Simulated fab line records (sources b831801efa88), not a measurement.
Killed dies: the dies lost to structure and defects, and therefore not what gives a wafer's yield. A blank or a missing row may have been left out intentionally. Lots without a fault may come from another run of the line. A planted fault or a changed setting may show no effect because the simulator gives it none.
Comparing a struck lot with a sound one ; flow sky130 ; 17 steps out of a route of 708
Sound: wafers L730.1, L730.3, L730.5. Struck: wafer L744.2. (L744.1, L744.3 of the same lot were not struck and are left out.) The cause comes at the end.
Per side, at each step with rows, come the tool, then ch with its chambers, and then its first start. Under that, the readings that differ: sound wafers ; struck wafers ; difference of the means ; sigmas: that difference in standard deviations of wafers without a fault.
alike: same words and numbers on both sides, and readings whose means sit less than 2 such deviations apart. not compared: any withheld reading, any reading some wafer has no value for, any bound like >300 that may hide the same value, and any number with overlapping values for which the record gives no deviation.
A row with sigmas, a row that says differs or no value, or rows on one side alone: a step with any of these is where the two part. When numbers do not overlap yet have no deviation, they are printed without sigmas and do not part them. Lack of a reading on every wafer of one side parts them only where that side has two or more wafers.

SKY_METAL3_SPUTTER_04: material TiN, target thk 70 nm, time 58.3 s.
  sound on pvd sputter-03 at day 39 08:58; struck on pvd sputter-02 at day 42 23:53
  alike: throttle valve pct
SKY_CAPM_CVD_00: deposits SiO2, target thk 15.5 nm.
  sound on pecvd-04 ch 0,2, day 39 09:01; struck on pecvd-01 ch 0, day 42 23:56
reading;sound;struck;difference;sigmas
heater power w (W);980 970 759;601;-302;-3
  alike: susceptor temp C
SKY_CAPM_THK_MEAS_01:
  sound on film metro-04 at day 39 09:02; struck on film metro-03 at day 42 23:57
  alike: CAPM_CVD_00_THK
SKY_CAPM_SPUTTER_02: material TiN, target thk 200 nm, time 166.7 s.
  sound on pvd sputter-02 at day 39 09:06; struck on pvd sputter-03 at day 43 00:01
  alike: susceptor temp C, throttle valve pct
SKY_CAPM_RS_MEAS_03: uses a four-point probe to measure.
  sound on film metro-01 at day 39 09:13; struck on film metro-04 at day 43 00:07
  alike: CAPM_TIN_RS
SKY_CAPM_THK_MEAS_04: measures by xrf.
  sound on film metro-01 at day 39 09:20; struck on film metro-04 at day 43 00:14
  alike: CAPM_TIN_THK
then, 6 steps without rows for these wafers: SKY_CAPM_DEHYDRATE_05 (time 60 s); SKY_CAPM_HMDS_06 (prime time 60 s); SKY_CAPM_COAT_07 (resist thk 1140 nm); SKY_CAPM_SOFTBAKE_08 (time 60 s); SKY_CAPM_EXPOSE_09 (exposes mask CAPM, target cd 1000 nm); SKY_CAPM_PEB_10.
SKY_CAPM_DEVELOP_11: develop time 60 s.
  sound on litho track-02 ch 0, day 40 09:14; struck on litho track-04 ch 0, day 43 22:25
SKY_CAPM_OVL_MEAS_12:
  sound on overlay-01 at day 40 09:23; struck on overlay-02 at day 43 22:34
  alike: CAPM_OVL
SKY_CAPM_METAL_ETCH_13: etches TiN in Cl2/BCl3, stops on SiO2, target depth 220 nm, time 62.9 s.
  sound on rie metal-02 ch 0,1, day 40 09:25; struck on rie metal-02 ch 1, day 43 22:36
reading;sound;struck;difference;sigmas
model.CAPM.cd nm (nm);1001 999.9 1001;1011;+10;
  alike: bcl3 flow sccm, drypump motor current A, he backside leak sccm, oes product au, throttle valve pct
  not compared: rf hours counter h
SKY_CAPM_STRIP_14: strips in O2/N2.
  sound on plasma asher-01 ch 0,1, day 40 09:29; struck on plasma asher-04 ch 1, day 43 22:41
  alike: drypump motor current A, oes product au, strip time to endpoint s
  not compared: rf hours counter h
next, for these wafers, 1 step has no rows: SKY_PAD_OPEN_PROBE_99.

## WHERE THEY PART
At SKY_CAPM_CVD_00 and nowhere else, as far as this record goes. Later steps at which nothing parts them and some readings are alike: SKY_CAPM_THK_MEAS_01, SKY_CAPM_SPUTTER_02, SKY_CAPM_RS_MEAS_03, SKY_CAPM_THK_MEAS_04, SKY_CAPM_OVL_MEAS_12, SKY_CAPM_METAL_ETCH_13, SKY_CAPM_STRIP_14.

WHY: what had been put in by the simulator
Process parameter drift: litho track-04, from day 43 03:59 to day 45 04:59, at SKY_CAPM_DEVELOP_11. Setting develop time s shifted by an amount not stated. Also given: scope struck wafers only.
